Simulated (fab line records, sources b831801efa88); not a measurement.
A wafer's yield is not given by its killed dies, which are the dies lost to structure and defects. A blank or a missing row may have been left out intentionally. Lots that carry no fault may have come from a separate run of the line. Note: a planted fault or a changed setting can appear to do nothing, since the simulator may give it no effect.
fab line records	flow gf180mcu
record lots=5	wafers=23
route steps=602 shown V1@339 M2@364 V2@386 M3@418
start_h: start of the lot's first displayed wafer, in hours after the record's first day	wait_h: time in hours since the lot's previous step	" identical to the entry in the row above	L1.1+2: several wafers, shown together as one row	- no value, or no start given	* or withheld: withheld	< > ~ a bound
route shown NAME@n: names a module that has steps shown in the file, with the first one's number in the route	usual: average and standard deviation across the fault-free wafers	same: alike in all rows	chamber/n: place in a boat	sites: per-site readings	_std_site: the values' standard deviation	_edge_site: outer sites' mean less inner sites'	radius_mm: for every site, how far away it sits from the centre of the wafer	mask NAME#n: copy n	behind: tool/chamber where the wafer was last shaped	hold: the reason the lot was held/the length of the hold in hours/how it ended	device: transistor that didn't switch, given as n, p or np	end of line: the route-end tests of the same wafers	a step with no rows: only its recipe	killed: count of dies lost to structure and defects at first sort (not the wafer's yield)	map: per-die view of a wafer (x killed, . not killed, _ where there is no die)
set.NAME: the setting the step ran with; set.NAME@STEP: the setting that earlier step ran with	model.NAME: the simulator's own value behind a step, which no gauge read
lots whose settings were changed on purpose; a table a step, a row a wafer
## steps
# step GF_V1_CMP_04
# recipe material=SiO2	down_force_psi=4	platen_rpm=60	pad_velocity_m_s=0.94248
lot.wafer	tool	chamber	start_h	wait_h	set.leave_above_ref_nm	model.SiO2_of_V1_CVD_02.thk_nm
L074.4	cmp-02	0	384.85	0.1	632.5	631.4
L074.2	"	1	"	"	632.5	632.2
L074.6	"	3	"	"	632.5	632.5
L076.1	cmp-02	3	404.21	0.1	632.5	635
L076.3	"	0	"	"	632.5	633.8
L076.2	"	1	"	"	632.5	634.1
L076.5	"	3	"	"	632.5	635.2
L076.6	"	0	"	"	632.5	634.7
L077.1	cmp-01	2	414.39	0.1	666.9	666.9
L077.3	"	3	"	"	632.5	631.9
L077.4	"	0	"	"	666.9	666.4
L077.6	"	1	"	"	632.5	631.8
L077.5	"	2	"	"	666.9	666.3
L081.4	cmp-01	0	450.85	0.0	632.5	632.5
L081.2+3	"	1,2	"	"	632.5	633
L081.5+6	"	0,1	"	"	632.5	632.8
L084.2	cmp-02	3	484.54	0.0	632.5	632.3
L084.3	"	0	"	"	632.5	632.8
L084.4	"	1	"	"	632.5	632.9
L084.1	"	2	"	"	617.8	618.5
L084.5	"	0	"	"	617.8	619
# step GF_V1_ETCH_17
# recipe chemistry=C4F8/O2/Ar	mask_material=KrF	target=SiO2	stop_on=TiN	source_w=1500	bias_w=1200	pressure_mtorr=40	c4f8_flow_sccm=withheld	O2_flow_sccm=6	Ar_flow_sccm=300	time_s=withheld	target_depth_a=6300
# usual oes_product_au=0.856/0.0043
lot.wafer	tool	chamber	start_h	wait_h	set.bias_w	set.leave_above_ref_nm@V1_CMP_04	oes_product_au	model.V1.feature_depth_nm
L074.2	rie_diel-02	2	-	-	1200	632.5	0.859	632.2
L074.4	"	1	"	"	1200	632.5	0.861	631.4
L074.6	"	0	"	"	1200	632.5	0.850	632.5
L076.1	rie_diel-01	3	-	-	1200	632.5	0.858	635
L076.2	"	2	"	"	1200	632.5	0.854	634.1
L076.3	"	0	"	"	1331	632.5	0.863	634.7
L076.5	"	3	"	"	1331	632.5	0.860	636.1
L076.6	"	0	"	"	1200	632.5	0.857	634.7
L077.1	rie_diel-02	1	-	-	1200	666.9	0.883	666.9
L077.3	"	0	"	"	1200	632.5	0.858	631.9
L077.4	"	3	"	"	1156	666.9	0.879	666.4
L077.5	"	3	"	"	1156	666.9	0.887	666.3
L077.6	"	2	"	"	1156	632.5	0.849	631.8
L081.2	rie_diel-04	2	-	-	1200	632.5	0.854	633
L081.3	"	1	"	"	1133	632.5	0.858	633
L081.4	"	1	"	"	1200	632.5	0.852	632.5
L081.5	"	0	"	"	1133	632.5	0.858	632.8
L081.6	"	2	"	"	1200	632.5	0.855	632.8
L084.1	rie_diel-02	2	-	-	1200	617.8	0.846	618.5
L084.2	"	3	"	"	1200	632.5	0.850	632.3
L084.3	"	1	"	"	1200	632.5	0.855	632.8
L084.4	"	0	"	"	1273	632.5	0.863	633.4
L084.5	"	3	"	"	1273	617.8	0.850	619.5
# step GF_V1_SPUTTER_22
# recipe material=TiN	target_thk_nm=10	chamber_pressure_pa=5	power_w=4000	time_s=40
lot.wafer	tool	chamber	start_h	wait_h	set.chamber_pressure_pa	model.TiN_of_V1_SPUTTER_22.thk_nm
L074.2	pvd_sputter-04	-	410.20	0.0	5	9.887
L074.4	"	-	"	"	5	9.864
L074.6	"	-	"	"	5	9.89
L076.1	pvd_sputter-03	-	428.47	0.0	5	10.05
L076.2	"	-	"	"	5	10.17
L076.3	"	-	"	"	5	10.12
L076.5	"	-	"	"	5	10.09
L076.6	"	-	"	"	5	10.11
L077.1	pvd_sputter-02	-	439.47	0.0	5.505	9.165
L077.3	"	-	"	"	5.505	9.265
L077.4	"	-	"	"	5.505	9.152
L077.5	"	-	"	"	5.505	9.263
L077.6	"	-	"	"	5.505	9.109
L081.2	pvd_sputter-04	-	476.77	0.0	4.633	10.72
L081.3	"	-	"	"	4.633	10.75
L081.4	"	-	"	"	4.633	10.66
L081.5	"	-	"	"	4.633	10.7
L081.6	"	-	"	"	4.633	10.73
L084.1	pvd_sputter-03	-	509.18	0.0	5.517	9.133
L084.2+4	"	-	"	"	5.517	9.154
L084.3	"	-	"	"	5.517	9.039
L084.5	"	-	"	"	5.517	9.207
# step GF_M2_SPUTTER_02
# recipe material=AlCu	target_thk_nm=450	power_w=10600	time_s=23.9	chamber_pressure_pa=0.4
lot.wafer	tool	chamber	start_h	wait_h	set.time_s	model.AlCu_of_M2_SPUTTER_02.thk_nm
L074.2	pvd_sputter-01	-	410.96	0.0	23.9	441.8
L074.4	"	-	"	"	23.9	443
L074.6	"	-	"	"	23.9	441.1
L076.1	pvd_sputter-04	-	429.23	0.0	27.12	507.6
L076.2	"	-	"	"	27.12	505.9
L076.3	"	-	"	"	27.12	506.2
L076.5	"	-	"	"	23.9	446.6
L076.6	"	-	"	"	23.9	445.6
L077.1	pvd_sputter-04	-	440.23	0.0	23.9	455.7
L077.3	"	-	"	"	23.9	451.5
L077.4	"	-	"	"	22.54	424.8
L077.5	"	-	"	"	23.9	447.5
L077.6	"	-	"	"	22.54	425.3
L081.2	pvd_sputter-01	-	477.53	0.0	21.16	399.1
L081.3	"	-	"	"	23.9	445.2
L081.4	"	-	"	"	23.9	445.7
L081.5	"	-	"	"	21.16	392.9
L081.6	"	-	"	"	23.9	445.6
L084.1	pvd_sputter-04	-	509.96	0.0	23.9	450.1
L084.2	"	-	"	"	23.9	452.9
L084.3	"	-	"	"	24.85	467.9
L084.4	"	-	"	"	23.9	458
L084.5	"	-	"	"	24.85	467.5
# step GF_M2_SPUTTER_03
# recipe material=Ti	target_thk_nm=10	substrate_temp_c=300	chamber_pressure_pa=0.3	power_w=3000	time_s=6.7
# step GF_M2_SPUTTER_04
# recipe material=TiN	target_thk_nm=50	power_w=6500	time_s=41.7	chamber_pressure_pa=0.4
# step GF_M2_RS_MEAS_05
# recipe thk_meas_gauge=four-point-probe	reads=TiN_of_M2_SPUTTER_04+Ti_of_M2_SPUTTER_03+AlCu_of_M2_SPUTTER_02+TiN_of_M2_SPUTTER_01+Ti_of_M2_SPUTTER_00
# usual M2_ALCU_RS=0.0701/0.00069
lot.wafer	tool	chamber	start_h	wait_h	set.time_s@M2_SPUTTER_02	M2_ALCU_RS[ohm/sq]
L074.2	film_metro-04	-	411.07	0.0	23.9	0.0708
L074.4	"	-	"	"	23.9	0.0705
L074.6	"	-	"	"	23.9	0.0708
L076.1	film_metro-04	-	429.32	0.0	27.12	0.0615
L076.2	"	-	"	"	27.12	0.0618
L076.3	"	-	"	"	27.12	0.0616
L076.5	"	-	"	"	23.9	0.0699
L076.6	"	-	"	"	23.9	0.0701
L077.1	film_metro-04	-	440.32	0.0	23.9	0.0685
L077.3	"	-	"	"	23.9	0.0691
L077.4	"	-	"	"	22.54	0.0735
L077.5	"	-	"	"	23.9	0.0698
L077.6	"	-	"	"	22.54	0.0736
L081.2	film_metro-01	-	477.64	0.0	21.16	0.0784
L081.3	"	-	"	"	23.9	0.0702
L081.4	"	-	"	"	23.9	0.0702
L081.5	"	-	"	"	21.16	0.0796
L081.6	"	-	"	"	23.9	0.0704
L084.1	film_metro-03	-	510.06	0.0	23.9	0.0695
L084.2	"	-	"	"	23.9	0.0690
L084.3	"	-	"	"	24.85	0.0667
L084.4	"	-	"	"	23.9	0.0682
L084.5	"	-	"	"	24.85	0.0669
# step GF_M2_THK_MEAS_06
# recipe thk_meas_gauge=xrf	reads=AlCu_of_M2_SPUTTER_02
# usual M2_ALCU_THK=444/5
lot.wafer	tool	chamber	start_h	wait_h	set.time_s@M2_SPUTTER_02	M2_ALCU_THK[nm]
L074.2	film_metro-04	-	411.18	0.1	23.9	440
L074.4	"	-	"	"	23.9	441
L074.6	"	-	"	"	23.9	441
L076.1	film_metro-04	-	429.44	0.1	27.12	503
L076.2	"	-	"	"	27.12	507
L076.3	"	-	"	"	27.12	505
L076.5	"	-	"	"	23.9	445
L076.6	"	-	"	"	23.9	442
L077.1	film_metro-04	-	440.44	0.1	23.9	454
L077.3	"	-	"	"	23.9	451
L077.4	"	-	"	"	22.54	426
L077.5	"	-	"	"	23.9	450
L077.6	"	-	"	"	22.54	428
L081.2	film_metro-01	-	477.75	0.1	21.16	398
L081.3	"	-	"	"	23.9	444
L081.4	"	-	"	"	23.9	443
L081.5	"	-	"	"	21.16	393
L081.6	"	-	"	"	23.9	442
L084.1	film_metro-03	-	510.18	0.1	23.9	444
L084.2	"	-	"	"	23.9	451
L084.3	"	-	"	"	24.85	461
L084.4	"	-	"	"	23.9	454
L084.5	"	-	"	"	24.85	463
# step GF_M2_METAL_ETCH_16
# recipe chemistry=Cl2/BCl3	mask_material=KrF	target_depth_nm=627.5	stop_on=SiO2	pressure_mtorr=8	icp_w=800	bias_w=140	Cl2_flow_sccm=80	bcl3_flow_sccm=40	time_s=104.6
# usual oes_product_au=0.969/0.0066
lot.wafer	tool	chamber	start_h	wait_h	set.bias_w	set.time_s@M2_SPUTTER_02	oes_product_au
L074.2	rie_metal-04	1	434.13	0.0	140	23.9	0.961
L074.4	"	1	"	"	140	23.9	0.959
L074.6	"	1	"	"	140	23.9	0.970
L076.1	rie_metal-02	1	453.03	0.0	140	27.12	0.992
L076.2	"	0	"	"	140	27.12	0.996
L076.3	"	1	"	"	140	27.12	0.998
L076.5	"	0	"	"	140	23.9	0.971
L076.6	"	1	"	"	140	23.9	0.977
L077.1	rie_metal-02	1	464.63	0.0	151.1	23.9	0.984
L077.3	"	0	"	"	140	23.9	0.980
L077.4	"	1	"	"	140	22.54	0.944
L077.5	"	0	"	"	140	23.9	0.965
L077.6	"	1	"	"	151.1	22.54	0.948
L081.2	rie_metal-02	0	501.23	0.0	140	21.16	0.917
L081.3	"	1	"	"	140	23.9	0.962
L081.4	"	0	"	"	140	23.9	0.968
L081.5	"	0	"	"	140	21.16	0.920
L081.6	"	1	"	"	140	23.9	0.969
L084.1	rie_metal-04	0	533.18	0.0	140	23.9	0.980
L084.2	"	1	"	"	140	23.9	0.979
L084.3	"	1	"	"	140	24.85	0.990
L084.4	"	0	"	"	140	23.9	0.975
L084.5	"	1	"	"	140	24.85	0.986
# step GF_V2_CMP_04
# recipe material=SiO2	down_force_psi=4	platen_rpm=60	pad_velocity_m_s=0.94248
lot.wafer	tool	chamber	start_h	wait_h	set.leave_above_ref_nm	model.SiO2_of_V2_CVD_02.thk_nm
L074.4	cmp-01	2	435.13	0.1	632.5	632.2
L074.2	"	3	"	"	632.5	633.3
L074.6	"	0	"	"	632.5	633.5
L076.2	cmp-02	1	454.00	0.0	608	608.3
L076.1	"	2	"	"	632.5	631.7
L076.3	"	3	"	"	632.5	633.4
L076.5	"	1	"	"	632.5	632.2
L076.6	"	2	"	"	608	607
L077.4	cmp-01	3	465.60	0.0	632.5	632.7
L077.3	"	1	"	"	632.5	633.5
L077.1	"	2	"	"	632.5	632.9
L077.6	"	3	"	"	632.5	633.8
L077.5	"	0	"	"	632.5	632.8
L081.3	cmp-02	1	502.13	0.0	632.5	632.8
L081.4+5	"	3,1	"	"	632.5	632.6
L081.2	"	0	"	"	632.5	631.2
L081.6	"	2	"	"	632.5	632.5
L084.1	cmp-02	2	534.08	0.1	632.5	631.5
L084.3	"	3	"	"	608.3	608.7
L084.4	"	0	"	"	632.5	633.8
L084.2	"	1	"	"	608.3	609.4
L084.5	"	2	"	"	608.3	608.5
# step GF_V2_PEB_12
# recipe peb_temp_c=135	peb_time_s=90	resist=KrF
lot.wafer	tool	chamber	start_h	wait_h	set.peb_time_s
L074.2+4+6	litho_track-04	0	-	-	90
L076.1+2+3+5+6	litho_track-04	0	-	-	90
L077.1+4	litho_track-03	0	-	-	90
L077.3+5+6	"	0	"	"	85.41
L081.2+3+6	litho_track-02	0	-	-	90
L081.4+5	"	0	"	"	93.53
L084.1+2+5	litho_track-03	0	-	-	103.4
L084.3+4	"	0	"	"	90
# step GF_V2_DEVELOP_13
# recipe develop_time_s=60	resist=KrF	dev_temp_c=21
# step GF_V2_CD_MEAS_14
# recipe target_cd_nm=260
# usual cd_nm=260.2/1.4
lot.wafer	tool	chamber	start_h	wait_h	set.peb_time_s@V2_PEB_12	cd_nm
L074.2	cd_sem-02	-	460.37	0.2	90	262.2
L074.4	"	-	"	"	90	262.3
L074.6	"	-	"	"	90	262.0
L076.1	cd_sem-01	-	478.37	0.1	90	259.0
L076.2	"	-	"	"	90	257.4
L076.3	"	-	"	"	90	258.7
L076.5	"	-	"	"	90	258.2
L076.6	"	-	"	"	90	257.9
L077.1	cd_sem-01	-	490.18	0.1	90	260.8
L077.3	"	-	"	"	85.41	259.6
L077.4	"	-	"	"	90	260.0
L077.5	"	-	"	"	85.41	258.6
L077.6	"	-	"	"	85.41	258.9
L081.2	cd_sem-02	-	525.52	0.1	90	258.4
L081.3	"	-	"	"	90	258.6
L081.4	"	-	"	"	93.53	258.6
L081.5	"	-	"	"	93.53	258.8
L081.6	"	-	"	"	90	259.1
L084.1	cd_sem-02	-	556.38	0.1	103.4	264.1
L084.2	"	-	"	"	103.4	265.5
L084.3	"	-	"	"	90	261.0
L084.4	"	-	"	"	90	260.6
L084.5	"	-	"	"	103.4	263.8
# step GF_V2_ETCH_16
# recipe chemistry=N2/H2	target_depth_a=withheld	overetch_a=withheld	time_s=withheld	target=BARC	ion_energy_ev=200	source_w=500	bias_w=100	pressure_mtorr=30	n2_flow_sccm=100	h2_flow_sccm=200
lot.wafer	tool	chamber	start_h	wait_h	set.source_w
L074.2+4+6	rie_diel-01	0,2,0	460.51	0.0	500
L076.1+3+6	rie_diel-01	3,0,0	478.53	0.0	517.5
L076.2+5	"	2	"	"	500
L077.1+3+4	rie_diel-02	3,2,1	490.34	0.0	500
L077.5+6	"	3,0	"	"	515
L081.2+4+5	rie_diel-01	0,2,2	525.66	0.0	521.7
L081.3+6	"	3,1	"	"	500
L084.1+4+5	rie_diel-03	0,1,0	556.54	0.0	539.2
L084.2+3	"	1,2	"	"	500
# step GF_V2_ETCH_17
# recipe chemistry=C4F8/O2/Ar	mask_material=KrF	target=SiO2	stop_on=TiN	source_w=1500	bias_w=1200	pressure_mtorr=40	c4f8_flow_sccm=withheld	O2_flow_sccm=6	Ar_flow_sccm=300	time_s=withheld	target_depth_a=6300
lot.wafer	tool	chamber	start_h	wait_h	set.leave_above_ref_nm@V2_CMP_04	model.V2.feature_depth_nm
L074.2	rie_diel-01	0	-	-	632.5	633.3
L074.4	"	2	"	"	632.5	632.2
L074.6	"	0	"	"	632.5	633.5
L076.1	rie_diel-01	3	-	-	632.5	631.7
L076.2	"	2	"	"	608	608.3
L076.3	"	0	"	"	632.5	633.4
L076.5	"	2	"	"	632.5	632.2
L076.6	"	0	"	"	608	607
L077.1	rie_diel-02	3	-	-	632.5	632.9
L077.3	"	2	"	"	632.5	633.5
L077.4	"	1	"	"	632.5	632.7
L077.5	"	3	"	"	632.5	632.8
L077.6	"	0	"	"	632.5	633.8
L081.2	rie_diel-01	0	-	-	632.5	631.2
L081.3	"	3	"	"	632.5	632.8
L081.4+5	"	2	"	"	632.5	632.6
L081.6	"	1	"	"	632.5	632.5
L084.1	rie_diel-03	0	-	-	632.5	631.5
L084.2	"	1	"	"	608.3	609.4
L084.3	"	2	"	"	608.3	608.7
L084.4	"	1	"	"	632.5	633.8
L084.5	"	0	"	"	608.3	608.5
# step GF_V2_SPUTTER_22
# recipe material=TiN	target_thk_nm=10	chamber_pressure_pa=5	power_w=4000	time_s=40
lot.wafer	tool	chamber	start_h	wait_h	set.time_s	model.TiN_of_V2_SPUTTER_22.thk_nm
L074.2	pvd_sputter-02	-	461.23	0.0	40	9.935
L074.4	"	-	"	"	40	9.965
L074.6	"	-	"	"	40	9.927
L076.1	pvd_sputter-01	-	479.25	0.0	40	10.3
L076.2	"	-	"	"	40	10.17
L076.3	"	-	"	"	40	10.1
L076.5	"	-	"	"	40	10.12
L076.6	"	-	"	"	40	10.2
L077.1	pvd_sputter-03	-	491.07	0.0	44.12	11.27
L077.3	"	-	"	"	40	10.23
L077.4	"	-	"	"	44.12	11.17
L077.5	"	-	"	"	44.12	11.13
L077.6	"	-	"	"	40	10.2
L081.2	pvd_sputter-02	-	526.38	0.0	34.15	8.399
L081.3	"	-	"	"	34.15	8.401
L081.4	"	-	"	"	40	9.959
L081.5	"	-	"	"	34.15	8.567
L081.6	"	-	"	"	40	9.829
L084.1	pvd_sputter-03	-	557.33	0.0	40	10.02
L084.2	"	-	"	"	45.06	11.39
L084.3	"	-	"	"	40	10.06
L084.4	"	-	"	"	45.06	11.27
L084.5	"	-	"	"	40	10.14
# step GF_M3_COAT_09
# recipe resist=KrF	spin_rpm=withheld	resist_thk_nm=1000
lot.wafer	tool	chamber	start_h	wait_h	set.resist_thk_nm	model.KrF_of_M3_COAT_09.thk_nm
L074.2+4	litho_track-03	0	474.06	0.1	1000	1002
L074.6	"	0	"	"	1000	1001
L076.1	litho_track-03	0	492.08	0.1	1000	1000
L076.2	"	0	"	"	1049	1050
L076.3	"	0	"	"	1049	1051
L076.5	"	0	"	"	1000	1002
L076.6	"	0	"	"	1049	1049
L077.1	litho_track-01	0	502.84	0.1	977.9	981
L077.3	"	0	"	"	1000	1006
L077.4	"	0	"	"	1000	1003
L077.5	"	0	"	"	977.9	981.8
L077.6	"	0	"	"	977.9	982.5
L081.2	litho_track-02	0	538.82	0.1	1000	999.5
L081.3	"	0	"	"	1000	997.7
L081.4	"	0	"	"	1000	1001
L081.5	"	0	"	"	1048	1046
L081.6	"	0	"	"	1048	1047
L084.1	litho_track-01	0	568.84	0.1	1057	1056
L084.2	"	0	"	"	1057	1058
L084.3	"	0	"	"	1000	999
L084.4	"	0	"	"	1000	996
L084.5	"	0	"	"	1000	996.9
# step GF_M3_METAL_ETCH_16
# recipe chemistry=Cl2/BCl3	mask_material=KrF	target_depth_nm=627.5	stop_on=SiO2	pressure_mtorr=8	icp_w=800	bias_w=140	Cl2_flow_sccm=80	bcl3_flow_sccm=40	time_s=104.6
lot.wafer	tool	chamber	start_h	wait_h	set.time_s	set.resist_thk_nm@M3_COAT_09	model.KrF_of_M3_COAT_09.thk_nm
L074.2	rie_metal-01	0	486.14	0.0	104.6	1000	736.3
L074.4	"	0	"	"	104.6	1000	736
L074.6	"	0	"	"	104.6	1000	737.7
L076.1	rie_metal-04	0	503.94	0.0	104.6	1000	736
L076.2	"	1	"	"	104.6	1049	787.3
L076.3	"	0	"	"	119.5	1049	753.6
L076.5	"	0	"	"	119.5	1000	702.8
L076.6	"	1	"	"	119.5	1049	750.1
L077.1	rie_metal-03	1	515.26	0.0	104.6	977.9	718.8
L077.3	"	0	"	"	104.6	1000	741.6
L077.4	"	1	"	"	118.4	1000	708.4
L077.5	"	0	"	"	104.6	977.9	721
L077.6	"	1	"	"	118.4	977.9	686.5
L081.2	rie_metal-04	0	550.53	0.1	110.4	1000	720.4
L081.3	"	0	"	"	104.6	1000	732.4
L081.4	"	0	"	"	110.4	1000	722.8
L081.5	"	0	"	"	104.6	1048	779.1
L081.6	"	0	"	"	104.6	1048	782.8
L084.1	rie_metal-04	0	580.24	0.0	99.92	1057	802.3
L084.2	"	1	"	"	104.6	1057	797.2
L084.3	"	1	"	"	104.6	1000	735.8
L084.4	"	0	"	"	99.92	1000	742.5
L084.5	"	0	"	"	104.6	1000	730.3
# step GF_M3_STRIP_17
# recipe chemistry=O2/N2	power_w=1400	pressure_mtorr=1500	platen_temp_c=250	o2_flow_sccm=3000	n2_flow_sccm=300	overash_fraction=0.5
# usual strip_time_to_endpoint_s=7.89/0.037
lot.wafer	tool	chamber	start_h	wait_h	set.resist_thk_nm@M3_COAT_09	set.time_s@M3_METAL_ETCH_16	strip_time_to_endpoint_s
L074.2	plasma_asher-02	0	486.26	0.1	1000	104.6	7.89
L074.4	"	0	"	"	1000	104.6	7.87
L074.6	"	1	"	"	1000	104.6	7.89
L076.1	plasma_asher-02	0	504.06	0.1	1000	104.6	7.88
L076.2	"	1	"	"	1049	104.6	8.38
L076.3	"	0	"	"	1049	119.5	8.04
L076.5	"	1	"	"	1000	119.5	7.57
L076.6	"	0	"	"	1049	119.5	8.02
L077.1	plasma_asher-04	0	515.37	0.1	977.9	104.6	7.71
L077.3	"	1	"	"	1000	104.6	7.93
L077.4	"	0	"	"	1000	118.4	7.62
L077.5	"	1	"	"	977.9	104.6	7.76
L077.6	"	0	"	"	977.9	118.4	7.39
L081.2	plasma_asher-04	0	550.72	0.1	1000	110.4	7.73
L081.3	"	0	"	"	1000	104.6	7.86
L081.4	"	1	"	"	1000	110.4	7.74
L081.5	"	0	"	"	1048	104.6	8.30
L081.6	"	1	"	"	1048	104.6	8.35
L084.1	plasma_asher-04	0	580.35	0.1	1057	99.92	8.52
L084.2	"	1	"	"	1057	104.6	8.47
L084.3	"	1	"	"	1000	104.6	7.88
L084.4	"	0	"	"	1000	99.92	7.94
L084.5	"	0	"	"	1000	104.6	7.83
## key
split step=GF_V1_CMP_04	setting=leave_above_ref_nm	stated=632.5	by=wafer
response step=GF_V1_CMP_04	reading=model.SiO2_of_V1_CVD_02.thk_nm	change=+6.32	per=1%	r=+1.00
response step=GF_V1_ETCH_17	reading=oes_product_au	change=+0.0051	per=1%	r=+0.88
response step=GF_V1_ETCH_17	reading=model.V1.feature_depth_nm	change=+6.32	per=1%	r=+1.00
split step=GF_V1_ETCH_17	setting=bias_w	stated=1200	by=wafer
response none clear
split step=GF_V1_SPUTTER_22	setting=chamber_pressure_pa	stated=5	by=lot
response step=GF_V1_SPUTTER_22	reading=model.TiN_of_V1_SPUTTER_22.thk_nm	change=-0.0873	per=1%	r=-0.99
split step=GF_M2_SPUTTER_02	setting=time_s	stated=23.9	by=wafer
response step=GF_M2_SPUTTER_02	reading=model.AlCu_of_M2_SPUTTER_02.thk_nm	change=+4.4	per=1%	r=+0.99
response step=GF_M2_RS_MEAS_05	reading=M2_ALCU_RS	change=-0.000681	per=1%	r=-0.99
response step=GF_M2_THK_MEAS_06	reading=M2_ALCU_THK	change=+4.31	per=1%	r=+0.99
response step=GF_M2_METAL_ETCH_16	reading=oes_product_au	change=+0.00289	per=1%	r=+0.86
split step=GF_M2_METAL_ETCH_16	setting=bias_w	stated=140	by=wafer
response none clear
split step=GF_V2_CMP_04	setting=leave_above_ref_nm	stated=632.5	by=wafer
response step=GF_V2_CMP_04	reading=model.SiO2_of_V2_CVD_02.thk_nm	change=+6.31	per=1%	r=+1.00
response step=GF_V2_ETCH_17	reading=model.V2.feature_depth_nm	change=+6.31	per=1%	r=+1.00
split step=GF_V2_PEB_12	setting=peb_time_s	stated=90	by=wafer
response step=GF_V2_CD_MEAS_14	reading=cd_nm	change=+0.233	per=1%	r=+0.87
split step=GF_V2_ETCH_16	setting=source_w	stated=500	by=wafer
response none clear
split step=GF_V2_SPUTTER_22	setting=time_s	stated=40	by=wafer
response step=GF_V2_SPUTTER_22	reading=model.TiN_of_V2_SPUTTER_22.thk_nm	change=+0.0978	per=1%	r=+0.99
split step=GF_M3_COAT_09	setting=resist_thk_nm	stated=1000	by=wafer
response step=GF_M3_COAT_09	reading=model.KrF_of_M3_COAT_09.thk_nm	change=+10.2	per=1%	r=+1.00
response step=GF_M3_STRIP_17	reading=strip_time_to_endpoint_s	change=*	per=1%	r=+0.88
response step=GF_M3_METAL_ETCH_16	reading=model.KrF_of_M3_COAT_09.thk_nm	slope=+10.3	per=1%	together_with=time_s@M3_METAL_ETCH_16	explained=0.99
split step=GF_M3_METAL_ETCH_16	setting=time_s	stated=104.6	by=wafer
response step=GF_M3_METAL_ETCH_16	reading=model.KrF_of_M3_COAT_09.thk_nm	slope=-2.4	per=1%	together_with=resist_thk_nm@M3_COAT_09	explained=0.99
response step=GF_M3_STRIP_17	reading=strip_time_to_endpoint_s	slope=*	per=1%	together_with=resist_thk_nm@M3_COAT_09	explained=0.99
